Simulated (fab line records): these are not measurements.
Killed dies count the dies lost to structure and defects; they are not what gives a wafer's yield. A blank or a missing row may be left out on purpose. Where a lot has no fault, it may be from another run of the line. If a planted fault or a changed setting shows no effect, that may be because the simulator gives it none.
A sampling plan put to the test / flow sky130 / one fab line, 4 faults that these records tell of, each judged on the records of the lots that it struck
What counts as the plan is the set of the line's own looks, namely the steps on the route at which a gauge or an inspection reads a wafer and does not change it. A look is open to judgement when struck wafers have a number at it and the file gives its usual mean and standard deviation on fault-free wafers. Caught: 4 or more of those standard deviations (sigma) separate the usual mean from the mean of the struck wafers at a look after the fault's first step. On the tool: here the same test is run on the tool's own readings at the fault's steps. It also counts as caught if the struck wafers ran another recipe or if their record alone is blank.

THE FAULTS, as the simulator had put them in
1. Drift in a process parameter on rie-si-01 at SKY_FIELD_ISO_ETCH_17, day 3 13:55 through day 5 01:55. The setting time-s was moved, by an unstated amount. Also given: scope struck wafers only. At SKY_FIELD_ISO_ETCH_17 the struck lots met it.
2. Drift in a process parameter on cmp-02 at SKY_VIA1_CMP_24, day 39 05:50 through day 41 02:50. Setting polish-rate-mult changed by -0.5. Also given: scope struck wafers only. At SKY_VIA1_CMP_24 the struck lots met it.
3. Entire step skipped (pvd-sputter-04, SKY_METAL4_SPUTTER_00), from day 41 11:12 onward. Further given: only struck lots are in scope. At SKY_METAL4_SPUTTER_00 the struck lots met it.
4. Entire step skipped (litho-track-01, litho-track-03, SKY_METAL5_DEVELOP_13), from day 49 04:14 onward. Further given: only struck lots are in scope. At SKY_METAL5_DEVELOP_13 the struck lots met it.

WHAT THE PLAN SAW
fault=1; on the tool itself=run-length-s -24 sigma; first look that catches it=no look after it can be judged; reading, sigma=-; median hours from its first step to that look=-; hours from the fault's start to the first struck lot there=-; judged looks passed uncaught=0
fault=2; on the tool itself=overpolish-run-s -99 or beyond sigma; first look that catches it=no look after it can be judged; reading, sigma=-; median hours from its first step to that look=-; hours from the fault's start to the first struck lot there=-; judged looks passed uncaught=0
fault=3; on the tool itself=the tool's record is blank for the struck wafers; first look that catches it=no look after it can be judged; reading, sigma=-; median hours from its first step to that look=-; hours from the fault's start to the first struck lot there=-; judged looks passed uncaught=0
fault=4; on the tool itself=the tool's record is blank for the struck wafers; first look that catches it=no look after it can be judged; reading, sigma=-; median hours from its first step to that look=-; hours from the fault's start to the first struck lot there=-; judged looks passed uncaught=0
Dash: fault not caught, or number not given in these records.

Caught at a look: 0 of 4. Caught on the tool: 4 of 4. By one or the other: 4 of 4.
Caught on the tool alone: faults 1, 2, 3, 4.
